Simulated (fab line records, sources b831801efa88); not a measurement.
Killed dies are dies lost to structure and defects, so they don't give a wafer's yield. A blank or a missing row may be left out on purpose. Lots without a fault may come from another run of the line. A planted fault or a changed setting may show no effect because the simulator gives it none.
fab line records | flow sky130
record lots=12 wafers=36 last_day=50
route steps=708 shown VT_ADJUST_NCORE@128 POLY_GATE@228 LI_CONTACT@363
lots that met no fault: from a run of the same line without faults
start_h: hours from the record's first day to the start of the lot's first wafer shown | wait_h: hours since the lot's step before | " the same as in the row above | L1.1+2: a row that stands for several wafers | - no value, or no start given | * or withheld: withheld | < > ~ a bound
route shown NAME@n: a module of which the file shows steps, and the number in the route of the first | usual: mean/standard deviation of fault-free wafers | same: alike in all rows | chamber/n: place in a boat | sites: the reading at each site | _std_site: their standard deviation | _edge_site: outer sites' mean less inner sites' | radius_mm: how far each site lies from the wafer's centre | mask NAME#n: copy n | behind: the tool/chamber that last shaped the wafer | hold: why the lot was held/for how many hours/how that ended | device: the transistor (n, p or np) that didn't switch | end of line: the same wafers' tests at the end of the route | a step without rows: its recipe alone | killed: dies lost to structure and defects at the first sort, not the wafer's yield | map: a wafer's dies, x killed, . not, _ none there
set.NAME: the setting as run; set.NAME@STEP: as run at that earlier step | model.NAME: the simulator's own value behind a step, which no gauge read
steps of the route over a sample of lots; a table a step, a row a wafer
services: from which hour (start_h, from the record's first day; less than 0 if before it) a tool's chamber was out of use, for how many hours, and why
## steps
# step SKY_VT_ADJUST_NCORE_IMPLANT_09
# recipe species=B energy_kev=10 dose_cm2=2.4e+12 tilt_deg=withheld
# usual dose_ions_cm2=2.3998e+12/2.9e+09 faraday_current_uA=13.55/0.29
# same implant_ion_amu=11
# columns lot.wafer tool chamber start_h wait_h dose_ions_cm2 faraday_current_uA
L540.3 implanter-03 0 188.84 0.1 2.3999e+12 13.55
L540.5 " 0 " " 2.4031e+12 13.37
L540.6 " 0 " " 2.3997e+12 13.75
L548.1 implanter-03 0 241.74 0.0 7.775e+11 4.35
L548.3 " 0 " " 7.772e+11 4.65
L548.6 " 0 " " 7.754e+11 4.45
L549.2 implanter-03 0 252.01 0.0 7.762e+11 4.37
L549.3 " 0 " " 7.772e+11 4.32
L549.4 " 0 " " 7.816e+11 4.34
L551.2 implanter-02 0 264.05 0.0 2.4016e+12 13.24
L551.3 " 0 " " 2.3987e+12 13.57
L551.5 " 0 " " 2.4014e+12 13.67
L552.1 implanter-02 0 272.27 0.0 2.4022e+12 13.80
L552.2 " 0 " " 2.3975e+12 13.57
L552.3 " 0 " " 2.3982e+12 13.35
L556.4 implanter-04 0 302.30 0.1 2.4053e+12 13.78
L556.5 " 0 " " 2.4014e+12 13.23
L556.6 " 0 " " 2.4044e+12 14.00
L557.1 implanter-02 0 309.97 0.0 2.3992e+12 13.78
L557.5 " 0 " " 2.3955e+12 13.84
L557.6 " 0 " " 2.3975e+12 13.23
L558.1 implanter-03 0 313.32 0.0 2.4016e+12 13.64
L558.5 " 0 " " 2.3996e+12 12.87
L558.6 " 0 " " 2.3993e+12 13.23
L559.1 implanter-03 0 318.66 0.0 2.4003e+12 13.63
L559.2 " 0 " " 2.3971e+12 13.29
L559.5 " 0 " " 2.4013e+12 13.72
L560.2 implanter-03 0 324.92 0.0 2.3982e+12 13.73
L560.3 " 0 " " 2.4008e+12 13.52
L560.4 " 0 " " 2.3981e+12 13.54
L561.3 implanter-03 0 336.43 0.1 2.401e+12 13.46
L561.4 " 0 " " 2.3995e+12 13.51
L561.5 " 0 " " 2.4019e+12 13.82
L562.2 implanter-02 0 344.90 0.0 2.4061e+12 13.76
L562.3 " 0 " " 2.4026e+12 13.89
L562.6 " 0 " " 2.4048e+12 13.53
# step SKY_VT_ADJUST_NCORE_TW_MEAS_11
# usual VT_ADJUST_NCORE_TW=219.4/1.8
# columns lot.wafer tool chamber start_h wait_h VT_ADJUST_NCORE_TW
L540.3 film_metro-02 - 189.06 0.1 221.5
L540.5 " - " " 221.9
L540.6 " - " " 220.4
L548.1 film_metro-01 - 241.99 0.1 162.4
L548.3 " - " " 162.1
L548.6 " - " " 161.6
L549.2 film_metro-01 - 252.24 0.1 162.0
L549.3 " - " " 162.3
L549.4 " - " " 163.0
L551.2 film_metro-01 - 264.28 0.1 220.8
L551.3 " - " " 220.8
L551.5 " - " " 221.1
L552.1 film_metro-04 - 272.52 0.1 217.0
L552.2 " - " " 218.0
L552.3 " - " " 217.1
L556.4 film_metro-02 - 302.51 0.1 217.1
L556.5 " - " " 218.9
L556.6 " - " " 218.3
L557.1 film_metro-01 - 310.22 0.1 221.6
L557.5 " - " " 220.7
L557.6 " - " " 221.1
L558.1 film_metro-04 - 313.57 0.1 216.3
L558.5 " - " " 215.4
L558.6 " - " " 215.7
L559.1 film_metro-04 - 318.91 0.1 216.8
L559.2 " - " " 215.6
L559.5 " - " " 215.7
L560.2 film_metro-01 - 325.15 0.1 220.8
L560.3 " - " " 218.9
L560.4 " - " " 219.8
L561.3 film_metro-04 - 336.65 0.1 218.5
L561.4 " - " " 218.3
L561.5 " - " " 218.1
L562.2 film_metro-01 - 345.14 0.1 220.9
L562.3 " - " " 220.8
L562.6 " - " " 220.0
# step SKY_POLY_GATE_OVL_MEAS_14
# usual POLY_GATE_OVL=-2/5.7
# columns lot.wafer tool chamber start_h wait_h POLY_GATE_OVL[nm]
L540.3 overlay-02 - 376.59 0.1 -10
L540.5 " - " " -11
L540.6 " - " " -8
L548.1 overlay-01 - 447.65 0.1 3
L548.3 " - " " 0
L548.6 " - " " 1
L549.2 overlay-01 - 459.24 0.1 -4
L549.3 " - " " -3
L549.4 " - " " -3
L551.2 overlay-01 - 478.79 0.1 -2
L551.3 " - " " -4
L551.5 " - " " -7
L552.1 overlay-01 - 486.98 0.1 0
L552.2 " - " " 4
L552.3 " - " " -4
L556.4 overlay-02 - 521.57 0.1 -3
L556.5 " - " " -6
L556.6 " - " " -5
L557.1 overlay-02 - 529.40 0.1 -6
L557.5 " - " " -1
L557.6 " - " " -6
L558.1 overlay-01 - 533.80 0.1 -3
L558.5 " - " " -3
L558.6 " - " " 1
L559.1 overlay-02 - 537.54 0.1 -4
L559.2 " - " " -4
L559.5 " - " " -2
L560.2 overlay-02 - 552.06 0.1 10
L560.3 " - " " 7
L560.4 " - " " 11
L561.3 overlay-02 - 559.60 0.1 -18
L561.4 " - " " -10
L561.5 " - " " -14
L562.2 overlay-02 - 570.55 0.1 -3
L562.3 " - " " 2
L562.6 " - " " 0
# step SKY_POLY_GATE_ETCH_16
# recipe stop_on=poly-Si chemistry=CH3F/O2 target=Si3N4 source_w=400 bias_w=80 pressure_mtorr=25 ch3f_flow_sccm=40 O2_flow_sccm=30 time_s=147.5 target_depth_a=750
# usual chamber_pressure_mTorr=25.001/0.022 drypump_motor_current_A=5.7/0.5 oes_product_au=0.640/0.0051 throttle_valve_pct=10.535/0.0084
# columns lot.wafer tool chamber start_h wait_h chamber_pressure_mTorr drypump_motor_current_A oes_product_au rf_hours_counter_h throttle_valve_pct
L540.3 rie_diel-03 2 376.70 0.0 25.009 4.7 0.639 1 10.530
L540.5 " 3 " " 25.027 6.0 0.638 - 10.539
L540.6 " 0 " " 25.007 5.7 0.637 - 10.545
L548.1 rie_diel-01 0 447.77 0.0 24.986 5.7 0.646 63 10.532
L548.3 " 1 " " 25.028 6.2 0.646 96 10.524
L548.6 " 1 " " 25.030 6.2 0.650 - 10.536
L549.2 rie_diel-01 3 459.35 0.0 24.992 5.7 0.636 3 10.534
L549.3 " 1 " " 25.021 6.2 0.634 96 10.523
L549.4 " 2 " " 25.010 6.3 0.631 66 10.535
L551.2 rie_diel-04 3 478.90 0.0 25.001 5.0 0.651 6 10.523
L551.3 " 2 " " 24.955 5.6 0.638 31 10.529
L551.5 " 3 " " 24.996 5.1 0.640 - 10.534
L552.1 rie_diel-04 1 487.10 0.0 24.980 5.6 0.639 7 10.537
L552.2 " 0 " " 25.023 6.4 0.640 41 10.530
L552.3 " 2 " " 25.009 5.6 0.639 31 10.535
L556.4 rie_diel-04 1 521.67 0.0 25.000 5.6 0.642 8 10.539
L556.5 " 1 " " 24.996 5.6 0.641 - 10.539
L556.6 " 0 " " 24.995 6.4 0.642 - 10.535
L557.1 rie_diel-03 0 529.52 0.0 25.026 5.6 0.637 7 10.536
L557.5 " 1 " " 24.975 6.3 0.638 - 10.539
L557.6 " 2 " " 24.994 4.8 0.635 - 10.544
L558.1 rie_diel-03 1 533.92 0.0 25.018 6.3 0.640 81 10.543
L558.5 " 0 " " 25.009 5.6 0.642 - 10.543
L558.6 " 3 " " 25.004 6.0 0.638 - 10.532
L559.1 rie_diel-03 1 537.66 0.0 24.980 6.3 0.646 81 10.526
L559.2 " 0 " " 25.014 5.6 0.643 7 10.554
L559.5 " 2 " " 25.007 4.8 0.627 - 10.549
L560.2 rie_diel-03 0 552.17 0.0 25.012 5.6 0.637 7 10.542
L560.3 " 2 " " 25.003 4.8 0.640 5 10.529
L560.4 " 1 " " 24.975 6.3 0.631 82 10.529
L561.3 rie_diel-03 0 559.71 0.0 25.016 5.6 0.646 8 10.538
L561.4 " 0 " " 25.020 5.6 0.640 - 10.518
L561.5 " 3 " " 24.978 6.0 0.634 - 10.539
L562.2 rie_diel-04 0 570.66 0.0 25.015 6.4 0.646 43 10.541
L562.3 " 3 " " 24.961 5.0 0.646 8 10.538
L562.6 " 2 " " 24.989 5.5 0.637 - 10.533
# step SKY_LI_CONTACT_THK_MEAS_01
# recipe reads=PSG_of_LI_CONTACT_HDPCVD_00
# usual LI_CONTACT_HDPCVD_THK=934/13
# columns lot.wafer tool chamber start_h wait_h LI_CONTACT_HDPCVD_THK[nm]
L540.3 film_metro-02 - 653.48 0.1 918
L540.5 " - " " 913
L540.6 " - " " 923
L548.1 film_metro-03 - 719.24 0.1 958
L548.3 " - " " 968
L548.6 " - " " 946
L549.2 film_metro-03 - 727.22 0.1 936
L549.3 " - " " 956
L549.4 " - " " 955
L551.2 film_metro-04 - 747.50 0.1 928
L551.3 " - " " 938
L551.5 " - " " 932
L552.1 film_metro-04 - 758.96 0.1 930
L552.2 " - " " 928
L552.3 " - " " 932
L556.4 film_metro-04 - 782.76 0.0 945
L556.5 " - " " 933
L556.6 " - " " 959
L557.1 film_metro-02 - 791.04 0.1 939
L557.5 " - " " 939
L557.6 " - " " 950
L558.1 film_metro-02 - 793.62 0.1 923
L558.5 " - " " 936
L558.6 " - " " 921
L559.1 film_metro-03 - 798.63 0.1 930
L559.2 " - " " 935
L559.5 " - " " 940
L560.2 film_metro-02 - 807.83 0.1 913
L560.3 " - " " 919
L560.4 " - " " 925
L561.3 film_metro-02 - 817.72 0.1 930
L561.4 " - " " 927
L561.5 " - " " 931
L562.2 film_metro-04 - 826.23 0.1 930
L562.3 " - " " 932
L562.6 " - " " 929
## services
# columns tool chamber start_h hours kind
rie_diel-03 1 182.13 1.7 repair
rie_diel-01 - 236.49 0.4 repair
implanter-02 - 253.37 0.8 repair
implanter-02 - 278.65 0.7 repair
rie_diel-03 0 278.74 11.5 repair
rie_diel-04 3 302.70 7.1 repair
implanter-03 - 309.79 2.0 repair
rie_diel-04 0 318.80 5.8 repair
implanter-03 - 332.90 3.3 pm
rie_diel-04 - 341.59 1.3 repair
rie_diel-04 - 367.42 1.1 repair
implanter-02 - 376.86 2.0 pm
implanter-03 - 383.01 1.2 repair
implanter-03 - 388.48 3.2 pm
rie_diel-04 0 394.53 5.5 repair
implanter-02 - 403.15 2.8 repair
implanter-02 - 404.96 1.2 repair
rie_diel-04 1 424.37 3.4 repair
rie_diel-04 1 433.87 4.6 repair
rie_diel-04 2 434.32 3.5 repair
rie_diel-04 - 515.70 2.8 pm
implanter-03 - 523.86 2.6 repair
rie_diel-04 2 527.51 5.9 repair
implanter-02 - 569.95 3.3 pm
## key
first_sign step=SKY_VT_ADJUST_NCORE_IMPLANT_09 reading=dose_ions_cm2 direction=down sigmas=99+ usual=* struck=*
effect step=SKY_VT_ADJUST_NCORE_IMPLANT_09 reading=faraday_current_uA direction=down sigmas=32 usual=13.55 struck=4.41
effect step=SKY_VT_ADJUST_NCORE_TW_MEAS_11 reading=VT_ADJUST_NCORE_TW direction=down sigmas=32 usual=219.4 struck=162.2
met_at SKY_VT_ADJUST_NCORE_IMPLANT_09
struck_lots L548,L549
tester_left_out L548,L549
not_acting_at SKY_POLY_GATE_OVL_MEAS_14,SKY_POLY_GATE_ETCH_16,SKY_LI_CONTACT_THK_MEAS_01
onset_between 188.84 241.74
fault kind=process_parameter_drift tool=implanter-03 chamber=- onset_h=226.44 steps=SKY_VT_ADJUST_NCORE_IMPLANT_09 channel=dose_cm2 offset=* shape=step end_h=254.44 acts_in=* stated=*
# tester_left_out: of these lots the tester's yield and bins aren't shown, on N5 and GAA mostly nor the transistor test; their killed dies are dies lost to structure and defects alone, not to doping, threshold or leakage, so they don't give the yield
